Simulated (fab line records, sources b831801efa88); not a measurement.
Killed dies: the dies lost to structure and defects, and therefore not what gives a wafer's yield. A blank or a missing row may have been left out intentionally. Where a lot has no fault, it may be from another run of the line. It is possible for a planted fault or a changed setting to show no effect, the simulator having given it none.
A lot that was struck, set against a sound lot / flow sky130 / 14 out of 708 route steps
Sound: these wafers, L313.1, L313.4, L313.6. Struck: wafers L302.1, L302.3, L302.4. Last of all comes the cause.
Each step with rows lists, per side, the tool, then ch with its chambers, then its first start. Under that, the readings that differ: sound wafers / struck wafers / difference of the means / sigmas: that difference in standard deviations of wafers without a fault.
alike: readings whose means differ by less than 2 such deviations, and words and numbers that are the same on both sides. not compared: withheld readings, readings that some wafer has no value for, bounds like >300 that may hide the same value, and numbers for which the record gives no deviation and whose values overlap.
Wherever a step has rows on one side only, a row that says differs or no value, or a row with sigmas, the two part there. Numbers that don't overlap but have no deviation are shown without sigmas and don't part them. A reading that every wafer of one side lacks parts them only if that side has two wafers or more.

SKY_RES_PROTECT_STRIP_07: strips in O2/N2.
  sound on plasma asher-01 ch 0,1, day 21 20:56; struck on plasma asher-01 ch 0,1, day 17 11:10
  alike: drypump motor current A, oes product au, strip time to endpoint s
  not compared: rf hours counter h
SKY_RES_PROTECT_TW_MEAS_08:
  sound: film metro-02 at day 21 21:02; struck: film metro-01 at day 17 11:16
reading=POLY_GATE_TW; sound=4054 4062 4074; struck=3992 4007 3958; difference=-78; sigmas=-3
then, 2 steps without rows for these wafers: SKY_RES_PROTECT_CLEAN_09 (cleans in SC1/SC2, time 150 s); SKY_POLY_GATE_CVD_03 (deposits Si3N4 from DCS/NH3, target thk 75 nm, time 1290 s).
SKY_POLY_GATE_THK_MEAS_04:
  sound: film metro-01 at day 21 23:31; struck: film metro-01 at day 17 12:44
reading=POLY_GATE_CVD_03_THK (nm); sound=75.1 74.8 75.3; struck=73.3 73.8 73.6; difference=-1.5; sigmas=-2
then, 7 steps without rows for these wafers: SKY_POLY_GATE_DEHYDRATE_05 (time 60 s); SKY_POLY_GATE_HMDS_06 (prime time 60 s); SKY_POLY_GATE_COAT_07 (resist thk 110 nm); SKY_POLY_GATE_COAT_08 (resist thk 450 nm); SKY_POLY_GATE_SOFTBAKE_09 (time 90 s); SKY_POLY_GATE_EXPOSE_10 (exposes mask P1M, target cd 150 nm); SKY_POLY_GATE_PEB_11.
SKY_POLY_GATE_DEVELOP_12: develop time 60 s.
  struck on litho track-01, day 18 18:00; sound on litho track-01 ch 0, day 23 05:00
  no value came back on the struck wafers for chill plate temp C (C), develop time s (s); on the sound wafers chill plate temp C (C) reads 23.02 23.06 23.16
reading=model.KrF-thick_of_POLY_GATE_COAT_08.thk nm (nm); sound=436.5 437.3 437.2; struck=449.4 449.1 449.9; difference=+12.5; sigmas=
SKY_POLY_GATE_CD_MEAS_13: the cd target is 150 nm.
  sound: cd sem-01 at day 23 05:52; struck: cd sem-01 at day 18 18:22
reading=cd nm (nm); sound=149.2 148.5 149.9; struck=- - -; difference=no value on the struck wafers; sigmas=

WHERE THEY PART
First at SKY_RES_PROTECT_TW_MEAS_08; last, within this record, at SKY_POLY_GATE_CD_MEAS_13.

WHY: whatever the simulator had introduced
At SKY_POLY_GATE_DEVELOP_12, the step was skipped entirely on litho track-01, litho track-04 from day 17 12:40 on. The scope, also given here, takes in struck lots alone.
